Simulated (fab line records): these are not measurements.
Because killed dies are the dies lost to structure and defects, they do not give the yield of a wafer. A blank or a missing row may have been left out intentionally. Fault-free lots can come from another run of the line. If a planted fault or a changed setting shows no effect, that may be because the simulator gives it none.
Matching of chambers || flow gf180mcu || 4 sister chambers for GF_V5_ETCH_16 on rie_diel-02
The step etches BARC in N2/H2. 7 wafers are shown with their chamber, then 8 later ones without.

WAFERS, EACH WITH ITS CHAMBER
{"wafer": "L437.6", "chamber": 1, "drypump_motor_current_A (A)": 5.3, "oes_product_au (a.u.)": 0.852}
{"wafer": "L440.1", "chamber": 1, "drypump_motor_current_A (A)": 5.4, "oes_product_au (a.u.)": 0.853}
{"wafer": "L440.6", "chamber": 3, "drypump_motor_current_A (A)": 6.1, "oes_product_au (a.u.)": 0.855}
{"wafer": "L443.1", "chamber": 0, "drypump_motor_current_A (A)": 5.6, "oes_product_au (a.u.)": 0.849}
{"wafer": "L443.2", "chamber": 3, "drypump_motor_current_A (A)": 6.1, "oes_product_au (a.u.)": 0.861}
{"wafer": "L443.4", "chamber": 2, "drypump_motor_current_A (A)": 5.2, "oes_product_au (a.u.)": 0.851}
{"wafer": "L444.1", "chamber": 2, "drypump_motor_current_A (A)": 5.2, "oes_product_au (a.u.)": 0.852}

WAFERS WITH NO CHAMBER GIVEN
{"wafer": "L444.2", "drypump_motor_current_A (A)": 5.4, "oes_product_au (a.u.)": 0.857}
{"wafer": "L444.4", "drypump_motor_current_A (A)": 6.1, "oes_product_au (a.u.)": 0.851}
{"wafer": "L448.3", "drypump_motor_current_A (A)": 6.1, "oes_product_au (a.u.)": 0.849}
{"wafer": "L448.4", "drypump_motor_current_A (A)": 5.6, "oes_product_au (a.u.)": 0.854}
{"wafer": "L448.5", "drypump_motor_current_A (A)": 5.4, "oes_product_au (a.u.)": 0.850}
{"wafer": "L456.2", "drypump_motor_current_A (A)": 5.6, "oes_product_au (a.u.)": 0.850}
{"wafer": "L456.4", "drypump_motor_current_A (A)": 5.2, "oes_product_au (a.u.)": 0.859}
{"wafer": "L456.5", "drypump_motor_current_A (A)": 6.1, "oes_product_au (a.u.)": 0.856}

WHICH CHAMBER EACH WENT THROUGH
{"wafer": "L444.2", "from the rows above": 1, "in truth": 1}
{"wafer": "L444.4", "from the rows above": 3, "in truth": 3}
{"wafer": "L448.3", "from the rows above": 3, "in truth": 3}
{"wafer": "L448.4", "from the rows above": 0, "in truth": 0}
{"wafer": "L448.5", "from the rows above": 1, "in truth": 1}
{"wafer": "L456.2", "from the rows above": 0, "in truth": 0}
{"wafer": "L456.4", "from the rows above": "can't be placed: 2 or 1", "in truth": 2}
{"wafer": "L456.5", "from the rows above": 3, "in truth": 3}
Correct placement for 7 of the 8. From these rows, 1 cannot be placed; in 1 the true chamber is one of the candidates. Placed wrongly: 0.
How it was worked out, from the rows above alone: a wafer's distance from a chamber is the root of the sum, over the readings, of the square of ((its reading less the chamber's mean) divided by the reading's scatter). If the next closest chamber is less than 2 further off than the closest, the wafer can't be placed; otherwise it belongs to the closest. A chamber's mean is the mean of its shown wafers. The scatter is the square root of a quotient: the sum, over the shown wafers, of each reading's squared deviation from its chamber's mean, divided by wafers minus chambers.
